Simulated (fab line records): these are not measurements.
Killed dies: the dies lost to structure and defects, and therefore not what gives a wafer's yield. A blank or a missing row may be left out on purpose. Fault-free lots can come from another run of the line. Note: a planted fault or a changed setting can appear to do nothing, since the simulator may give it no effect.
The tool behind it: which one?	flow gf180mcu	14 lots, 42 wafers sampled, at 5 steps of a route of 602

== WHAT THE GAUGES SHOWED, per wafer ==
GF_HV_LDD_RS_MEAS_53: uses a four-point probe to measure.
lot	measured	on	HV_LDD_RS (ohm/sq)
L107	day 12 11:04	film-metro-01	417.9 418.9 418.1
L108	day 12 23:10	film-metro-01	418.3 417.7 417.5
L109	day 13 01:58	film-metro-03	419.1 417.9 417.3
L112	day 14 01:04	film-metro-01	417.6 418.6 418.7
L115	day 14 23:38	film-metro-04	419.0 419.4 418.6
L117	day 15 18:10	film-metro-04	417.7 418.1 418.0
L119	day 16 06:46	film-metro-03	417.5 417.4 418.6
L121	day 17 01:47	film-metro-04	419.3 418.6 418.6
L124	day 18 03:05	film-metro-04	419.0 419.0 420.3
L127	day 19 03:59	film-metro-03	417.9 417.1 417.6
L126	day 19 04:16	film-metro-01	418.6 416.7 416.7
L128	day 19 11:49	film-metro-04	417.9 419.0 418.2
L129	day 19 23:24	film-metro-04	418.2 418.6 418.8
L130	day 20 03:39	film-metro-04	416.9 418.2 418.0

GF_PSD_OVL_MEAS_08.
lot	measured	on	PSD_OVL (nm)
L107	day 14 03:22	overlay-02	-1.3 -3.0 -3.2
L108	day 14 19:13	overlay-01	-1.0 -0.3 -1.8
L109	day 14 22:17	overlay-02	-0.1 -1.0 -1.3
L112	day 15 22:31	overlay-01	2.1 1.1 1.7
L115	day 17 00:04	overlay-01	-0.6 -0.1 1.5
L117	day 17 17:55	overlay-02	3.1 2.6 1.1
L119	day 18 06:26	overlay-01	0.8 -0.2 2.1
L121	day 19 06:01	overlay-02	1.4 2.3 0.9
L124	day 20 05:46	overlay-02	1.7 0.3 0.6
L127	day 21 07:28	overlay-01	-0.9 0.1 -1.8
L126	day 21 07:44	overlay-01	-1.2 -1.2 0.3
L128	day 21 14:01	overlay-01	-0.4 0.8 -0.2
L129	day 22 03:48	overlay-01	0.1 1.2 -1.1
L130	day 22 07:14	overlay-01	0.0 -0.4 0.3

GF_SAB_THK_MEAS_01.
lot	measured	on	SAB_CVD_00_THK (nm)
L107	day 14 04:06	film-metro-01	50.5 50.6 51.4
L108	day 14 19:58	film-metro-02	49.9 49.7 50.2
L109	day 14 23:03	film-metro-02	49.6 49.7 50.3
L112	day 15 23:16	film-metro-04	51.4 50.9 51.0
L115	day 17 01:01	film-metro-01	100.8 100.7 100.4
L117	day 17 18:50	film-metro-01	100.2 100.0 101.6
L119	day 18 07:11	film-metro-04	50.0 50.2 50.7
L121	day 19 06:45	film-metro-01	50.3 51.7 50.9
L124	day 20 06:30	film-metro-01	49.5 50.3 50.3
L127	day 21 08:12	film-metro-02	49.3 49.3 50.1
L126	day 21 08:34	film-metro-04	49.1 49.9 50.1
L128	day 21 14:44	film-metro-04	49.1 50.0 50.0
L129	day 22 04:32	film-metro-01	50.2 50.0 50.5
L130	day 22 07:59	film-metro-01	49.3 49.5 51.2

== EACH LOT AND THE TOOL THAT RAN IT (in order: tool; ch and the chambers of the sampled wafers; start) ==
lot	GF_PSD_RTA_13	GF_SAB_CVD_00
L107	rtp-anneal-01 ch 0, day 14 03:45	pecvd-03 ch 0,1,2, day 14 04:05
L108	rtp-anneal-01 ch 0, day 14 19:37	pecvd-03 ch 0,2, day 14 19:56
L109	rtp-anneal-02 ch 0, day 14 22:41	pecvd-04 ch 0,2, day 14 23:01
L112	rtp-anneal-02 ch 0, day 15 22:55	pecvd-02 ch 1,2, day 15 23:13
L115	rtp-anneal-01 ch 0, day 17 00:29	pecvd-03 ch 0,1, day 17 00:47
L117	rtp-anneal-02 ch 0, day 17 18:18	pecvd-03 ch 1,2, day 17 18:38
L119	rtp-anneal-02 ch 0, day 18 06:50	pecvd-02 ch 1,2, day 18 07:10
L121	rtp-anneal-02 ch 0, day 19 06:25	pecvd-03 ch 0,1,2, day 19 06:43
L124	rtp-anneal-02 ch 0, day 20 06:10	pecvd-04 ch 1,2, day 20 06:28
L127	rtp-anneal-01 ch 0, day 21 07:52	pecvd-02 ch 0,1,2, day 21 08:11
L126	rtp-anneal-02 ch 0, day 21 08:08	pecvd-03 ch 0,1,2, day 21 08:32
L128	rtp-anneal-02 ch 0, day 21 14:24	pecvd-03 ch 0,1, day 21 14:43
L129	rtp-anneal-01 ch 0, day 22 04:12	pecvd-02 ch 0,1,2, day 22 04:31
L130	rtp-anneal-01 ch 0, day 22 07:38	pecvd-02 ch 0,1,2, day 22 07:58
- GF_PSD_RTA_13: time 20 s.
- GF_SAB_CVD_00: deposits SiO2 from TEOS, target thk 50 nm, time 4.9302 s.

== AS READ BY THE TOOLS THEMSELVES (means over the sampled wafers that have a number; for cases with no such wafer, the mark the record gives instead) ==
GF_PSD_RTA_13.
lot	tool	lamp-power-pct (%)	wafer_temp_C_max
L107	rtp-anneal-01	34	1029.5
L108	rtp-anneal-01	34	1029.1
L109	rtp-anneal-02	28	1028.0
L112	rtp-anneal-02	28	1027.6
L115	rtp-anneal-01	34	1028.7
L117	rtp-anneal-02	28	1027.6
L119	rtp-anneal-02	28	1027.9
L121	rtp-anneal-02	28	1028.0
L124	rtp-anneal-02	28	1028.2
L127	rtp-anneal-01	34	1029.5
L126	rtp-anneal-02	28	1027.5
L128	rtp-anneal-02	28	1028.1
L129	rtp-anneal-01	34	1029.3
L130	rtp-anneal-01	34	1029.5

GF_SAB_CVD_00.
lot	tool	heater-power-w (W)
L107	pecvd-03	769
L108	pecvd-03	676
L109	pecvd-04	719
L112	pecvd-02	652
L115	pecvd-03	827
L117	pecvd-03	756
L119	pecvd-02	596
L121	pecvd-03	733
L124	pecvd-04	648
L127	pecvd-02	743
L126	pecvd-03	775
L128	pecvd-03	850
L129	pecvd-02	723
L130	pecvd-02	728

== THE ANSWER, worked out from the rows above alone ==
Rule: what is usual is taken from the lots themselves. Put in order of their means at a reading, lots are off if they are a third of the lots or fewer, leave a main group of 4 or more, and stand apart from it by a gap of 3 or more times the standard deviation of the main group's means; of several such gaps the widest counts. If all means in a main group match to the digits the tables above print for the reading, that group is not used. A lot without any number at a reading at which 4 lots or more have one is off too. Where the step has rows for the other lots, those lots are counted as sound. Order of review: gauges by route order, followed by the tools' own readings, for which a lot's mean as printed above is used. The first step at which some lot is off is used, and at that step the reading that is off furthest; a lot without a number counts as furthest.
Off: L115, L117, seen at GF_SAB_THK_MEAS_01 (SAB_CVD_00_THK). For the main group the mean is 50.2 nm and the standard deviation 0.5.
If a tool, at a process step before that reading, ran all the lots that are off and no sound lot after the first of them, it fits. Those tools and the gauges at GF_SAB_THK_MEAS_01 are tried in the same way. Not one of the candidates tried fits.

== WHAT THE SIMULATOR PUT IN ==
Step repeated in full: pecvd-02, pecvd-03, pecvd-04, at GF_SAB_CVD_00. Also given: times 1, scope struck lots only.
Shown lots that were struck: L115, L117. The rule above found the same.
